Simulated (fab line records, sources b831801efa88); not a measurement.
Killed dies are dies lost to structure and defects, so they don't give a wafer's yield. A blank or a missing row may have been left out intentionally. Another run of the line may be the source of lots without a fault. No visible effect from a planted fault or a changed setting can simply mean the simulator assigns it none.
Which tool was responsible? | flow sky130 | Sampling: 14 lots, 42 wafers, 5 of 708 route steps

## WHAT EACH GAUGE READ, for each wafer
SKY_SONOS_ONO_CD_MEAS_13 targets a cd of 410 nm.
lot  | measured     | on       | cdNm (nm)
L295 | day 13 16:15 | cdSem-02 | 413.2 412.6 412.3
L297 | day 14 02:07 | cdSem-01 | 406.2 406.4 408.2
L298 | day 14 03:02 | cdSem-02 | 413.4 411.1 412.1
L299 | day 14 14:21 | cdSem-01 | 411.5 412.6 410.3
L300 | day 14 23:20 | cdSem-01 | 407.2 407.6 408.3
L310 | day 18 04:46 | cdSem-02 | 406.4 407.7 408.5
L311 | day 18 07:56 | cdSem-01 | 410.2 411.4 409.2
L312 | day 18 20:55 | cdSem-01 | 411.0 412.5 412.0
L313 | day 19 01:42 | cdSem-01 | 411.8 406.6 409.3
L314 | day 19 13:22 | cdSem-02 | 408.4 411.1 409.2
L315 | day 19 21:03 | cdSem-02 | 408.4 408.0 410.4
L316 | day 20 16:09 | cdSem-02 | 409.5 410.4 410.5
L317 | day 20 18:49 | cdSem-01 | 412.5 413.3 410.7
L318 | day 21 00:01 | cdSem-02 | 407.1 407.4 406.9

SKY_POLY_GATE_THK_MEAS_01.
lot  | measured     | on           | POLY_GATE_CVD_00_THK (nm)
L295 | day 15 02:05 | filmMetro-02 | 179.9 179.7 180.2
L297 | day 15 11:25 | filmMetro-03 | 180.0 181.8 181.9
L298 | day 15 12:58 | filmMetro-02 | 181.2 181.3 181.8
L299 | day 15 23:48 | filmMetro-03 | 258.3 259.2 258.1
L300 | day 16 09:47 | filmMetro-03 | 259.8 260.4 259.7
L310 | day 19 17:38 | filmMetro-02 | 181.2 183.6 182.2
L311 | day 19 21:40 | filmMetro-04 | 180.3 180.4 178.7
L312 | day 20 12:22 | filmMetro-03 | 181.4 181.2 181.4
L313 | day 20 16:04 | filmMetro-04 | 180.1 181.4 182.0
L314 | day 21 02:09 | filmMetro-04 | 180.5 182.9 181.4
L315 | day 21 09:23 | filmMetro-04 | 181.3 181.0 179.4
L316 | day 22 03:53 | filmMetro-04 | 179.3 178.9 178.9
L317 | day 22 07:11 | filmMetro-02 | 181.8 180.1 179.5
L318 | day 22 11:53 | filmMetro-03 | 180.7 180.5 179.6

SKY_SD_N_CD_MEAS_07 targets a cd of 380 nm.
lot  | measured     | on       | cdNm (nm)
L295 | day 29 06:03 | cdSem-02 | 380.0 380.3 380.7
L297 | day 29 17:34 | cdSem-02 | 380.9 377.4 380.2
L298 | day 29 20:29 | cdSem-02 | 382.2 384.7 385.2
L299 | day 30 04:09 | cdSem-02 | 381.4 379.6 382.7
L300 | day 30 14:56 | cdSem-02 | 374.0 374.6 373.2
L310 | day 33 12:58 | cdSem-01 | 380.7 380.1 380.2
L311 | day 33 17:03 | cdSem-02 | 377.5 378.1 375.5
L312 | day 34 05:29 | cdSem-02 | 385.3 383.4 381.2
L313 | day 34 09:08 | cdSem-01 | 380.4 381.7 382.6
L314 | day 34 19:27 | cdSem-02 | 381.5 381.3 382.2
L315 | day 35 01:42 | cdSem-02 | 382.8 386.1 384.8
L316 | day 35 15:57 | cdSem-02 | 383.0 384.5 384.6
L317 | day 35 18:30 | cdSem-01 | 377.5 378.8 378.6
L318 | day 35 23:46 | cdSem-02 | 383.5 383.4 380.2

SKY_SD_N_OVL_MEAS_08.
lot  | measured     | on         | SD_N_OVL (nm)
L295 | day 29 06:10 | overlay-02 | 0.2 0.2 2.8
L297 | day 29 17:41 | overlay-02 | 0.4 1.8 0.2
L298 | day 29 20:35 | overlay-01 | 2.7 3.6 3.1
L299 | day 30 04:16 | overlay-02 | 2.0 -1.3 -0.8
L300 | day 30 15:02 | overlay-02 | -1.0 0.4 -0.1
L310 | day 33 13:05 | overlay-01 | -0.1 0.5 1.3
L311 | day 33 17:10 | overlay-01 | 0.5 0.0 0.6
L312 | day 34 05:35 | overlay-02 | 0.9 0.4 2.3
L313 | day 34 09:15 | overlay-01 | 0.9 -1.6 -0.3
L314 | day 34 19:34 | overlay-02 | 0.5 2.7 1.0
L315 | day 35 01:49 | overlay-02 | 0.2 2.3 3.0
L316 | day 35 16:04 | overlay-02 | 0.7 2.8 0.8
L317 | day 35 18:37 | overlay-02 | 2.6 2.5 2.1
L318 | day 35 23:50 | overlay-01 | -0.9 -1.5 -1.1

## TOOL THAT RAN EACH LOT (tool first, then ch and the chambers of the sampled wafers, then the start)
lot  | SKY_POLY_GATE_CVD_00
L295 | lpcvd-01 ch 1, day 15 00:17
L297 | lpcvd-01 ch 1, day 15 10:13
L298 | lpcvd-01 ch 1, day 15 11:44
L299 | lpcvd-01 ch 1, day 15 22:35
L300 | lpcvd-01 ch 1, day 16 08:34
L310 | lpcvd-01 ch 1, day 19 16:26
L311 | lpcvd-01 ch 0, day 19 20:28
L312 | lpcvd-01 ch 1, day 20 11:08
L313 | lpcvd-01 ch 1, day 20 14:52
L314 | lpcvd-01 ch 0, day 21 00:56
L315 | lpcvd-01 ch 0, day 21 08:11
L316 | lpcvd-01 ch 1, day 22 02:41
L317 | lpcvd-01 ch 1, day 22 05:59
L318 | lpcvd-01 ch 0, day 22 10:40
- SKY_POLY_GATE_CVD_00: deposits poly-Si, target thk 180 nm, time 720 s.

## AS READ BY THE TOOLS THEMSELVES (means over the sampled wafers that have a number; for cases with no such wafer, the mark the record gives instead)
SKY_POLY_GATE_CVD_00.
lot  | tool     | spikeTcBottomC (C) | zonePowerCentrePct (%)
L295 | lpcvd-01 | 641.0              | 9.88
L297 | lpcvd-01 | 641.5              | 9.76
L298 | lpcvd-01 | 641.0              | 9.79
L299 | lpcvd-01 | 642.2              | 9.68
L300 | lpcvd-01 | 641.5              | 9.71
L310 | lpcvd-01 | 641.4              | 9.74
L311 | lpcvd-01 | 638.6              | 10.03
L312 | lpcvd-01 | 642.1              | 9.70
L313 | lpcvd-01 | 641.5              | 9.82
L314 | lpcvd-01 | 639.1              | 9.92
L315 | lpcvd-01 | 640.4              | 9.83
L316 | lpcvd-01 | 640.7              | 9.77
L317 | lpcvd-01 | 641.9              | 9.75
L318 | lpcvd-01 | 638.9              | 9.95

## THE ANSWER, worked out from the rows above alone
Rule: the usual values come from the lots themselves. The widest of any qualifying gaps counts: lots, ordered by their means at a reading, are off when they make up no more than a third of the lots, leave a main group of 4 or more, and stand apart from it by 3 or more times the standard deviation of that group's means. A main group whose means are all the same, to the digits that the tables above print for the reading, isn't used. A lot without any number at a reading at which 4 lots or more have one is off too. Any other lot the step has rows for is counted as sound. The gauges are gone through in route order, then the tools' own readings, and for those a lot's mean is taken as printed above. The first step at which some lot is off is used, and at that step the reading that is off furthest; a lot without a number counts as furthest.
Off: L299, L300, seen at SKY_POLY_GATE_THK_MEAS_01 (POLY_GATE_CVD_00_THK). For the main group the mean is 180.8 nm and the standard deviation 0.88.
If a tool, at a process step before that reading, ran all the lots that are off and no sound lot after the first of them, it fits. Gauges at SKY_POLY_GATE_THK_MEAS_01: tried the same way as those tools. Of those tried, none fits.

## WHAT THE SIMULATOR HAD INSERTED
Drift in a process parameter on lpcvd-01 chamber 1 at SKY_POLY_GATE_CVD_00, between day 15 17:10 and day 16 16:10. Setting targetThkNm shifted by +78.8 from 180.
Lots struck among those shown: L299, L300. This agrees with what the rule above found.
